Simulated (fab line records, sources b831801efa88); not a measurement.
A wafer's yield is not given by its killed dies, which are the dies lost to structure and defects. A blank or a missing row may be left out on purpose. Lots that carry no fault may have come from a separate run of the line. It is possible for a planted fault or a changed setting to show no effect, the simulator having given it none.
The tool behind it: which one? | flow sky130 | 12 lots with 36 wafers sampled at 2 steps, on a route of 708 steps

WHAT THE GAUGES READ, wafer by wafer
SKY_CONTACT_THK_MEAS_26: measures by xrf.
lot  | measured     | on            | CONTACT_W_THK (nm)
L075 | day 32 03:03 | film-metro-02 | 333 341 335
L077 | day 32 19:04 | film-metro-01 | 329 330 329
L079 | day 33 21:00 | film-metro-04 | 336 331 338
L081 | day 33 22:01 | film-metro-02 | 336 338 338
L083 | day 35 08:19 | film-metro-04 | 343 341 342
L085 | day 35 13:01 | film-metro-02 | 338 339 343
L087 | day 36 15:42 | film-metro-02 | 344 341 344
L090 | day 37 01:37 | film-metro-02 | 330 328 334
L091 | day 37 05:38 | film-metro-02 | 346 347 340
L093 | day 37 23:11 | film-metro-01 | 338 336 333
L095 | day 38 15:37 | film-metro-04 | 331 332 329
L097 | day 38 22:30 | film-metro-01 | 332 332 330

WHAT TOOL EACH LOT RAN ON (gives the tool, then ch and the chambers of the sampled wafers, and finally the start)
lot  | SKY_LI_CONTACT_STRIP_16
L075 | plasma-asher-02 ch 0,1, day 29 16:08
L077 | plasma-asher-03 ch 0,1, day 30 09:13
L079 | plasma-asher-02 ch 0,1, day 31 11:09
L081 | plasma-asher-03 ch 0,1, day 31 12:43
L083 | plasma-asher-02 ch 0,1, day 32 21:52
L085 | plasma-asher-02 ch 0,1, day 33 03:10
L087 | plasma-asher-01 ch 0,1, day 34 05:45
L090 | plasma-asher-01 ch 0,1, day 34 16:33
L091 | plasma-asher-03 ch 0,1, day 34 21:13
L093 | plasma-asher-01 ch 0,1, day 35 13:50
L095 | plasma-asher-01 ch 0,1, day 36 07:16
L097 | plasma-asher-03 ch 0,1, day 36 14:51
- SKY_LI_CONTACT_STRIP_16: strips in O2/N2.

THE ANSWER, worked out from the rows above alone
Rule: usual is defined by the lots themselves. The widest of any qualifying gaps counts: lots, ordered by their means at a reading, are off when they make up no more than a third of the lots, leave a main group of 4 or more, and stand apart from it by 3 or more times the standard deviation of that group's means. A main group whose means are all the same, to the digits that the tables above print for the reading, isn't used. Also off: a lot with no number at a reading for which 4 or more lots have one. The other lots that the step has rows for count as sound.
No lot is off at any reading shown: from this, nothing can be told.

WHAT THE SIMULATOR HAD PUT IN
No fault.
